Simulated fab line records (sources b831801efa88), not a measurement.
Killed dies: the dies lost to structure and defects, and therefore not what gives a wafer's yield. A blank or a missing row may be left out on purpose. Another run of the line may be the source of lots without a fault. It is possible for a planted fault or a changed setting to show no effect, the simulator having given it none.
Check of tool commonality + flow gf180mcu + 42 wafers sampled across 14 lots

== REASON FOR OPENING ==
At GF_HV_LDD_TW_MEAS_38 the reading HV_LDD_3_TW is flagged on 2 of 14 lots. No-fault wafers: 1440, standard deviation 17.
Rule: a lot gets a flag if all its wafers with a number sit over 4 standard deviations from that mean, or if no wafer of it has a number. As for the other lots, they are considered sound.

| lot  | measured     | on            | HV_LDD_3_TW, wafer by wafer | flag    |
|------|--------------|---------------|-----------------------------|---------|
| L381 | day 11 17:26 | film-metro-03 | 1423 1418 1417              |         |
| L382 | day 11 19:50 | film-metro-03 | 1426 1420 1419              |         |
| L383 | day 12 04:50 | film-metro-03 | 1304 1308 1303              | FLAGGED |
| L384 | day 12 11:16 | film-metro-03 | 1303 1309 1306              | FLAGGED |
| L385 | day 12 22:20 | film-metro-04 | 1432 1434 1439              |         |
| L386 | day 13 05:13 | film-metro-04 | 1431 1427 1425              |         |
| L388 | day 13 21:03 | film-metro-03 | 1424 1419 1421              |         |
| L391 | day 14 20:05 | film-metro-04 | 1429 1424 1428              |         |
| L397 | day 16 19:38 | film-metro-04 | 1435 1428 1437              |         |
| L398 | day 17 00:14 | film-metro-02 | 1456 1465 1470              |         |
| L399 | day 17 07:28 | film-metro-02 | 1468 1466 1471              |         |
| L400 | day 17 22:53 | film-metro-03 | 1431 1429 1427              |         |
| L402 | day 18 11:09 | film-metro-03 | 1423 1427 1421              |         |
| L403 | day 18 22:36 | film-metro-04 | 1438 1443 1442              |         |
The numbers of the flagged lots are 1306 on average: -134 against the usual, or -8 standard deviations.

== TOOL THAT RAN EACH LOT ==
Before the reading, the record contains 3 process steps out of a 602-step route. Cell contents, in order: the tool; ch with the chambers the sampled wafers went through; the start.
| lot  | flag    | GF_POLY_GATE_ETCH_12               | GF_HV_LDD_STRIP_10                   | GF_HV_LDD_IMPLANT_36            |
|------|---------|------------------------------------|--------------------------------------|---------------------------------|
| L381 |         | rie-diel-04 ch 0,1,2, day 9 08:04  | plasma-asher-04 ch 0,1, day 10 03:32 | implanter-02 ch 0, day 11 17:11 |
| L382 |         | rie-diel-04 ch 0,1,3, day 9 10:17  | plasma-asher-02 ch 0,1, day 10 05:49 | implanter-01 ch 0, day 11 19:35 |
| L383 | FLAGGED | rie-diel-01 ch 1,2, day 9 18:29    | plasma-asher-04 ch 0,1, day 10 14:11 | implanter-04, day 12 04:35      |
| L384 | FLAGGED | rie-diel-01 ch 0,2, day 10 01:26   | plasma-asher-02 ch 0,1, day 10 20:59 | implanter-01, day 12 11:01      |
| L385 |         | rie-diel-01 ch 0,1,2, day 10 08:40 | plasma-asher-02 ch 0,1, day 11 07:15 | implanter-02 ch 0, day 12 22:05 |
| L386 |         | rie-diel-01 ch 0,1,2, day 10 16:43 | plasma-asher-02 ch 0,1, day 11 14:03 | implanter-01 ch 0, day 13 04:58 |
| L388 |         | rie-diel-04 ch 0,3, day 11 07:19   | plasma-asher-03 ch 0,1, day 12 04:37 | implanter-02 ch 0, day 13 20:50 |
| L391 |         | rie-diel-01 ch 0,2, day 12 02:04   | plasma-asher-04 ch 0,1, day 13 01:08 | implanter-01 ch 0, day 14 19:52 |
| L397 |         | rie-diel-02 ch 0,3, day 13 23:50   | plasma-asher-03 ch 0,1, day 14 22:53 | implanter-02 ch 0, day 16 19:23 |
| L398 |         | rie-diel-02 ch 1,2, day 14 04:31   | plasma-asher-03 ch 0,1, day 15 03:02 | implanter-01 ch 0, day 16 23:56 |
| L399 |         | rie-diel-04 ch 1,2,3, day 14 11:23 | plasma-asher-02 ch 0,1, day 15 10:38 | implanter-01 ch 0, day 17 07:13 |
| L400 |         | rie-diel-02 ch 0,3, day 15 00:20   | plasma-asher-04 ch 0,1, day 16 00:07 | implanter-02 ch 0, day 17 22:39 |
| L402 |         | rie-diel-01 ch 1,2, day 15 11:52   | plasma-asher-02 ch 0,1, day 16 12:25 | implanter-01 ch 0, day 18 10:56 |
| L403 |         | rie-diel-01 ch 0,1, day 15 22:17   | plasma-asher-03 ch 0,1, day 16 22:25 | implanter-01 ch 0, day 18 22:23 |
What these steps do:
- GF_POLY_GATE_ETCH_12: etches BARC in N2/H2.
- GF_HV_LDD_STRIP_10: strips in O2/N2.
- GF_HV_LDD_IMPLANT_36
- GF_HV_LDD_TW_MEAS_38

== FLAGGED OVER TOTAL, TOOL BY TOOL (the gauges that took the reading come last) ==
| step                 | tool            | lots run | flagged | share of the flagged lots | sound lots run after its first flagged lot |
|----------------------|-----------------|----------|---------|---------------------------|--------------------------------------------|
| GF_POLY_GATE_ETCH_12 | rie-diel-01     | 7        | 2       | all                       | 5 (L385,L386,L391,L402,L403)               |
| GF_POLY_GATE_ETCH_12 | rie-diel-02     | 3        | 0       | none                      | -                                          |
| GF_POLY_GATE_ETCH_12 | rie-diel-04     | 4        | 0       | none                      | -                                          |
| GF_HV_LDD_STRIP_10   | plasma-asher-02 | 6        | 1       | some                      | 4 (L385,L386,L399,L402)                    |
| GF_HV_LDD_STRIP_10   | plasma-asher-03 | 4        | 0       | none                      | -                                          |
| GF_HV_LDD_STRIP_10   | plasma-asher-04 | 4        | 1       | some                      | 2 (L391,L400)                              |
| GF_HV_LDD_IMPLANT_36 | implanter-01    | 8        | 1       | some                      | 6 (L386,L391,L398,L399,L402,L403)          |
| GF_HV_LDD_IMPLANT_36 | implanter-02    | 5        | 0       | none                      | -                                          |
| GF_HV_LDD_IMPLANT_36 | implanter-04    | 1        | 1       | some                      | 0                                          |
| GF_HV_LDD_TW_MEAS_38 | film-metro-02   | 2        | 0       | none                      | -                                          |
| GF_HV_LDD_TW_MEAS_38 | film-metro-03   | 7        | 2       | all                       | 3 (L388,L400,L402)                         |
| GF_HV_LDD_TW_MEAS_38 | film-metro-04   | 5        | 0       | none                      | -                                          |

== WHAT IS ALLOWED BY THE TABLE ==
Every flagged lot went through 2 rows of the table: rie-diel-01 at GF_POLY_GATE_ETCH_12 and film-metro-03 at GF_HV_LDD_TW_MEAS_38.
- rie-diel-01 at GF_POLY_GATE_ETCH_12: 2 of its 7 lots flagged. Sound lots followed the first flagged one (L385, L386, L391, L402, L403) on it, something a lasting fault affecting the whole tool could not allow.
- film-metro-03 at GF_HV_LDD_TW_MEAS_38: 2 of its 7 lots flagged. Sound lots followed the first flagged one (L388, L400, L402) on it, something a lasting fault affecting the whole tool could not allow.
There is no row in the table that ran each flagged lot and no sound lot after the first.

== WHAT THE SIMULATOR HAD PUT IN ==
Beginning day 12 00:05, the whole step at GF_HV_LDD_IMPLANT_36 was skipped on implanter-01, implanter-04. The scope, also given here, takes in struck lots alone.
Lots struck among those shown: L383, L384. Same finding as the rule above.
